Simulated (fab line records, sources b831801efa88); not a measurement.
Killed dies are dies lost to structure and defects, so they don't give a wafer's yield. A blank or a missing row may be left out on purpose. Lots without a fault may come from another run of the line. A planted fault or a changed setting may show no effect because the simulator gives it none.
Which tool did it? | flow sky130 | 24 lots, 72 wafers sampled, at 6 steps of a route of 708

WHAT THE GAUGES READ, wafer by wafer
SKY_LOCAL_INTERCONNECT_OVL_MEAS_12. Usual: LOCAL_INTERCONNECT_OVL 0 nm, standard deviation 5.8.
lot  | measured     | on         | LOCAL_INTERCONNECT_OVL (nm) | flag
L074 | day 28 03:32 | overlay-02 | -2 -5 -7                    |
L075 | day 28 04:54 | overlay-01 | 4 0 7                       |
L076 | day 28 05:51 | overlay-02 | 2 8 0                       |
L077 | day 28 07:06 | overlay-02 | -11 -4 7                    |
L078 | day 28 21:38 | overlay-01 | -1 -2 0                     |
L080 | day 29 06:05 | overlay-02 | 6 2 9                       |
L079 | day 29 08:38 | overlay-01 | -5 -9 -4                    |
L081 | day 29 21:32 | overlay-01 | -3 -1 -9                    |
L082 | day 30 06:52 | overlay-01 | -3 -6 0                     |
L084 | day 30 09:17 | overlay-01 | -5 -4 1                     |
L083 | day 30 10:26 | overlay-01 | 10 9 12                     |
L085 | day 30 19:02 | overlay-02 | 0 6 2                       |
L086 | day 31 03:26 | overlay-01 | 1 2 -4                      |
L087 | day 31 10:43 | overlay-02 | -1 4 0                      |
L088 | day 31 13:41 | overlay-02 | -4 0 -4                     |
L089 | day 32 00:55 | overlay-01 | -4 -2 3                     |
L090 | day 32 14:49 | overlay-01 | -4 -2 -8                    |
L091 | day 32 20:05 | overlay-02 | 2 5 7                       |
L094 | day 40 14:29 | overlay-02 | 0 -6 13                     |
L092 | day 40 18:08 | overlay-01 | 5 1 0                       |
L093 | day 40 20:32 | overlay-01 | -9 -6 -5                    |
L095 | day 40 21:11 | overlay-01 | 11 1 12                     |
L096 | day 40 22:08 | overlay-02 | -6 -13 -3                   |
L097 | day 41 00:10 | overlay-02 | -2 3 2                      |

SKY_METAL1_CD_MEAS_15: target cd 140 nm. Usual: cd_nm 140.4 nm, standard deviation 1.4.
lot  | measured     | on        | cd_nm (nm)        | flag
L074 | day 30 15:47 | cd_sem-01 | 140.8 139.6 138.8 |
L075 | day 30 16:26 | cd_sem-02 | 138.2 136.0 136.1 |
L076 | day 30 18:56 | cd_sem-02 | 140.2 137.8 139.5 |
L077 | day 30 19:28 | cd_sem-02 | 140.3 140.9 141.3 |
L078 | day 31 09:35 | cd_sem-01 | 140.9 140.4 140.0 |
L080 | day 31 19:05 | cd_sem-02 | 141.4 139.4 140.8 |
L079 | day 31 21:29 | cd_sem-02 | 142.2 140.9 141.9 |
L081 | day 32 11:12 | cd_sem-01 | 142.5 140.7 140.7 |
L082 | day 32 19:47 | cd_sem-02 | 142.9 141.6 142.8 |
L084 | day 32 21:37 | cd_sem-02 | 139.1 139.7 140.3 |
L083 | day 32 22:37 | cd_sem-01 | 139.6 138.4 140.1 |
L085 | day 33 04:59 | cd_sem-01 | 140.7 140.2 141.0 |
L086 | day 33 12:58 | cd_sem-01 | 141.4 139.4 140.4 |
L087 | day 33 20:55 | cd_sem-01 | 140.5 139.8 140.3 |
L088 | day 33 22:49 | cd_sem-01 | 137.7 138.4 138.6 |
L089 | day 34 08:02 | cd_sem-01 | 143.5 142.4 144.4 |
L090 | day 34 20:41 | cd_sem-01 | 141.1 141.2 140.9 |
L091 | day 35 03:47 | cd_sem-01 | 139.4 138.9 139.7 |
L094 | day 42 20:01 | cd_sem-01 | 141.0 141.1 140.6 |
L092 | day 43 00:29 | cd_sem-01 | 141.9 141.1 140.3 |
L093 | day 43 01:47 | cd_sem-02 | 139.8 141.7 140.5 |
L095 | day 43 02:46 | cd_sem-02 | 139.9 139.2 139.5 |
L096 | day 43 02:55 | cd_sem-01 | 140.3 140.0 140.8 |
L097 | day 43 04:31 | cd_sem-02 | 140.3 139.6 139.1 |

SKY_METAL3_OVL_MEAS_14. Usual: METAL3_OVL 0 nm, standard deviation 6.5.
lot  | measured     | on         | METAL3_OVL (nm) | flag
L074 | day 36 13:49 | overlay-01 | -3 -11 -11      |
L075 | day 36 15:10 | overlay-01 | -1 4 3          |
L076 | day 36 16:25 | overlay-02 | -6 -1 -8        |
L077 | day 36 17:40 | overlay-01 | 11 8 4          |
L078 | day 37 05:01 | overlay-01 | 6 -6 -1         |
L080 | day 37 15:02 | overlay-01 | 11 1 2          |
L079 | day 37 17:02 | overlay-01 | -3 -7 -9        |
L081 | day 38 06:13 | overlay-01 | 0 0 -3          |
L082 | day 38 15:13 | overlay-01 | 1 -4 9          |
L084 | day 38 16:14 | overlay-02 | 8 -2 2          |
L083 | day 38 17:50 | overlay-01 | -8 -9 -8        |
L085 | day 38 23:40 | overlay-02 | -3 4 3          |
L086 | day 39 09:14 | overlay-01 | 8 1 4           |
L087 | day 39 17:37 | overlay-02 | 3 -3 6          |
L088 | day 39 20:26 | overlay-02 | 10 3 1          |
L089 | day 40 03:47 | overlay-02 | -5 -1 -4        |
L090 | day 40 15:40 | overlay-01 | 0 -1 3          |
L091 | day 40 23:13 | overlay-02 | -5 -2 -2        |
L094 | day 47 07:31 | overlay-01 | 0 -9 -7         |
L092 | day 47 10:10 | overlay-01 | 10 3 6          |
L093 | day 47 10:41 | overlay-02 | 10 14 9         |
L095 | day 47 12:19 | overlay-02 | 1 3 2           |
L096 | day 47 13:01 | overlay-02 | 0 -1 -4         |
L097 | day 47 14:10 | overlay-02 | 10 -4 -2        |

SKY_VIA3_OVL_MEAS_13. Usual: VIA3_OVL -2 nm, standard deviation 5.9.
lot  | measured     | on         | VIA3_OVL (nm) | flag
L074 | day 37 18:20 | overlay-02 | 0 7 3         |
L075 | day 37 19:20 | overlay-01 | -20 -2 -7     |
L076 | day 37 20:29 | overlay-01 | 0 -7 1        |
L077 | day 37 22:16 | overlay-01 | -9 -3 -3      |
L078 | day 38 09:16 | overlay-02 | 4 4 -8        |
L080 | day 38 18:47 | overlay-02 | 1 -4 -2       |
L079 | day 38 20:50 | overlay-01 | 5 -9 4        |
L081 | day 39 10:20 | overlay-01 | 1 1 1         |
L082 | day 39 19:05 | overlay-02 | 0 -12 -3      |
L084 | day 39 19:26 | overlay-02 | 7 3 7         |
L083 | day 39 21:17 | overlay-02 | 6 -2 -8       |
L085 | day 40 03:26 | overlay-01 | -7 6 5        |
L086 | day 40 11:50 | overlay-02 | 0 6 12        |
L087 | day 40 20:22 | overlay-02 | -9 -5 -2      |
L088 | day 40 23:20 | overlay-01 | 0 0 5         |
L089 | day 41 06:07 | overlay-01 | -7 3 -7       |
L090 | day 41 18:59 | overlay-02 | -5 -6 -3      |
L091 | day 42 02:08 | overlay-02 | 2 0 9         |
L094 | day 48 02:56 | overlay-01 | 1 5 -1        |
L092 | day 48 05:38 | overlay-01 | -7 -2 -3      |
L093 | day 48 05:59 | overlay-01 | -5 -5 -3      |
L095 | day 48 07:38 | overlay-02 | 4 6 0         |
L096 | day 48 08:10 | overlay-01 | -6 0 -1       |
L097 | day 48 09:05 | overlay-01 | -1 2 -6       |

SKY_VIA4_BOW_MEAS_03. Usual: VIA4_BOW 80 um, standard deviation 8.3.
lot  | measured     | on            | VIA4_BOW (um) | flag
L074 | day 40 02:07 | film_metro-01 | 77 91 65      |
L075 | day 40 02:45 | film_metro-01 | 68 71 63      |
L076 | day 40 04:04 | film_metro-04 | 75 67 78      |
L077 | day 40 05:51 | film_metro-04 | 93 95 85      |
L078 | day 40 16:37 | film_metro-04 | 85 76 90      |
L080 | day 41 01:19 | film_metro-01 | 99 83 93      |
L079 | day 41 03:24 | film_metro-01 | 73 70 94      |
L081 | day 41 15:20 | film_metro-04 | 71 73 69      |
L082 | day 42 01:05 | film_metro-04 | 85 87 89      |
L084 | day 42 02:18 | film_metro-01 | 76 86 83      |
L083 | day 42 03:39 | film_metro-03 | 86 83 79      |
L085 | day 42 10:07 | film_metro-04 | 74 75 81      |
L086 | day 42 18:04 | film_metro-04 | 80 72 78      |
L087 | day 43 04:02 | film_metro-04 | 77 79 68      |
L088 | day 43 04:56 | film_metro-01 | 73 69 72      |
L089 | day 43 11:33 | film_metro-03 | 96 92 80      |
L090 | day 43 23:06 | film_metro-03 | 84 90 90      |
L091 | day 44 03:56 | film_metro-03 | 78 84 81      |
L094 | day 49 16:32 | film_metro-04 | 85 81 64      |
L092 | day 49 18:23 | film_metro-01 | 75 83 88      |
L093 | day 49 20:04 | film_metro-01 | 90 80 80      |
L095 | day 49 23:09 | film_metro-03 | 71 89 74      |
L096 | day 49 22:51 | film_metro-03 | 84 91 70      |
L097 | day 49 23:45 | film_metro-03 | 64 88 68      |

WHICH TOOL RAN EACH LOT (tool, then ch and the chambers of the sampled wafers, then the start)
lot  | SKY_METAL1_ETCH_18
L074 | rie_metal-02 ch 0,1, day 30 15:58
L075 | rie_metal-04 ch 1, day 30 16:37
L076 | rie_metal-02 ch 0,1, day 30 19:07
L077 | rie_metal-03 ch 0,1, day 30 19:38
L078 | rie_metal-02 ch 0,1, day 31 09:44
L080 | rie_metal-03 ch 0,1, day 31 19:16
L079 | rie_metal-04 ch 0,1, day 31 21:40
L081 | rie_metal-02 ch 0, day 32 11:22
L082 | rie_metal-03 ch 0,1, day 32 19:56
L084 | rie_metal-02 ch 0,1, day 32 21:47
L083 | rie_metal-04 ch 1, day 32 22:46
L085 | rie_metal-02 ch 0,1, day 33 05:10
L086 | rie_metal-03 ch 0,1, day 33 13:07
L087 | rie_metal-03 ch 0,1, day 33 21:05
L088 | rie_metal-04 ch 0,1, day 33 22:59
L089 | rie_metal-02 ch 0,1, day 34 08:13
L090 | rie_metal-03 ch 0,1, day 34 20:52
L091 | rie_metal-02 ch 0,1, day 35 03:59
L094 | rie_metal-03 ch 0,1, day 42 20:11
L092 | rie_metal-02 ch 0,1, day 43 00:38
L093 | rie_metal-04 ch 0, day 43 01:56
L095 | rie_metal-03 ch 0,1, day 43 02:56
L096 | rie_metal-04 ch 0,1, day 43 03:04
L097 | rie_metal-03 ch 0, day 43 04:41
- SKY_METAL1_ETCH_18: etches BARC in N2/H2, stops on SiO2, time 45.9 s, target depth 60 nm.

WHAT THE TOOLS THEMSELVES READ (means of the sampled wafers that have a number; where no wafer has one, the mark that the record gives instead)
SKY_METAL1_ETCH_18. Usual: drypump_motor_current_A 5.9 A, standard deviation 0.5; oes_product_au 0.856 a.u., standard deviation 0.0048; throttle_valve_pct 13.225 %, standard deviation 0.0092.
lot  | tool         | drypump_motor_current_A (A) | oes_product_au (a.u.) | throttle_valve_pct (%) | flag
L074 | rie_metal-02 | 6.3                         | 0.853                 | 13.224                 |
L075 | rie_metal-04 | 5.6                         | 0.857                 | 13.227                 |
L076 | rie_metal-02 | 6.4                         | 0.857                 | 13.226                 |
L077 | rie_metal-03 | 5.4                         | 0.854                 | 13.231                 |
L078 | rie_metal-02 | 6.2                         | 0.854                 | 13.225                 |
L080 | rie_metal-03 | 5.3                         | 0.858                 | 13.216                 |
L079 | rie_metal-04 | 6.2                         | 0.852                 | 13.219                 |
L081 | rie_metal-02 | 6.5                         | 0.854                 | 13.215                 |
L082 | rie_metal-03 | 5.3                         | 0.860                 | 13.228                 |
L084 | rie_metal-02 | 6.4                         | 0.855                 | 13.235                 |
L083 | rie_metal-04 | 5.6                         | 0.858                 | 13.221                 |
L085 | rie_metal-02 | 6.3                         | 0.855                 | 13.216                 |
L086 | rie_metal-03 | 5.5                         | 0.859                 | 13.220                 |
L087 | rie_metal-03 | 5.4                         | 0.857                 | 13.228                 |
L088 | rie_metal-04 | 6.2                         | 0.858                 | 13.221                 |
L089 | rie_metal-02 | 6.4                         | 0.854                 | 13.225                 |
L090 | rie_metal-03 | 5.3                         | 0.860                 | 13.222                 |
L091 | rie_metal-02 | 6.4                         | 0.855                 | 13.219                 |
L094 | rie_metal-03 | 5.5                         | 0.858                 | 13.226                 |
L092 | rie_metal-02 | 6.3                         | 0.857                 | 13.226                 |
L093 | rie_metal-04 | 6.5                         | 0.861                 | 13.229                 |
L095 | rie_metal-03 | 5.4                         | 0.855                 | 13.222                 |
L096 | rie_metal-04 | 6.2                         | 0.860                 | 13.225                 |
L097 | rie_metal-03 | 5.1                         | 0.856                 | 13.224                 |

THE ANSWER, worked out from the rows above alone
Rule: a lot is off if the mean of its wafers that have a number lies more than 3 standard deviations from the usual mean. A lot without any number at a reading at which 4 lots or more have one is off too. The other lots that the step has rows for count as sound. The gauges are gone through in route order, then the tools' own readings, and for those a lot's mean is taken as printed above. The first step at which some lot is off is used, and at that step the reading that is off furthest; a lot without a number counts as furthest.
No lot is off at any reading shown: from this, nothing can be told.

WHAT THE SIMULATOR HAD PUT IN
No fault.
